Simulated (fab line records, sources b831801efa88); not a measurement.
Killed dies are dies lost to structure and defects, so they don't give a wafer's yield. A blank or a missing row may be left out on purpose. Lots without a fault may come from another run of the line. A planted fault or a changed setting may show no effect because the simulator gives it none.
Which tool did it? | flow gf180mcu | 6 lots, 18 wafers sampled, at 2 steps of a route of 602

WHAT THE GAUGES READ, wafer by wafer
GF_V5_RS_MEAS_24: measures by four-point-probe.
lot  | measured     | on            | V5_W_RS (ohm/sq)
L120 | day 28 00:27 | film_metro-04 | 0.328 0.324 0.325
L126 | day 30 04:28 | film_metro-03 | 0.315 0.325 0.325
L127 | day 30 19:11 | film_metro-03 | 0.323 0.331 0.321
L134 | day 31 21:11 | film_metro-04 | 0.308 0.308 0.309
L135 | day 32 04:29 | film_metro-03 | 0.323 0.324 0.323
L139 | day 32 23:33 | film_metro-02 | 0.319 0.321 0.321

WHICH TOOL RAN EACH LOT (tool, then ch and the chambers of the sampled wafers, then the start)
lot  | GF_V5_CVD_23
L120 | cvd_w-02 ch 0,1, day 28 00:19
L126 | cvd_w-02 ch 0,1, day 30 04:20
L127 | cvd_w-02 ch 0,1, day 30 19:05
L134 | cvd_w-01 ch 1, day 31 21:01
L135 | cvd_w-02 ch 1, day 32 04:19
L139 | cvd_w-02 ch 0,1, day 32 23:26
- GF_V5_CVD_23: deposits W, target thk 350 nm, time 104.9 s.

THE ANSWER, worked out from the rows above alone
Rule: what is usual is taken from the lots themselves. Put in order of their means at a reading, lots are off if they are a third of the lots or fewer, leave a main group of 4 or more, and stand apart from it by a gap of 3 or more times the standard deviation of the main group's means; of several such gaps the widest counts. A main group whose means are all the same, to the digits that the tables above print for the reading, isn't used. A lot without any number at a reading at which 4 lots or more have one is off too. The other lots that the step has rows for count as sound.
Off: L134, at GF_V5_RS_MEAS_24 (V5_W_RS). The main group: mean 0.323 ohm/sq, standard deviation 0.002.
A tool fits if, at a process step before that reading, it ran every lot that is off, and no sound lot after the first of them. The gauges at GF_V5_RS_MEAS_24 are tried like those tools. Can't be told from this: 2 tools fit, cvd_w-01 at GF_V5_CVD_23, film_metro-04 at GF_V5_RS_MEAS_24.

WHAT THE SIMULATOR HAD PUT IN
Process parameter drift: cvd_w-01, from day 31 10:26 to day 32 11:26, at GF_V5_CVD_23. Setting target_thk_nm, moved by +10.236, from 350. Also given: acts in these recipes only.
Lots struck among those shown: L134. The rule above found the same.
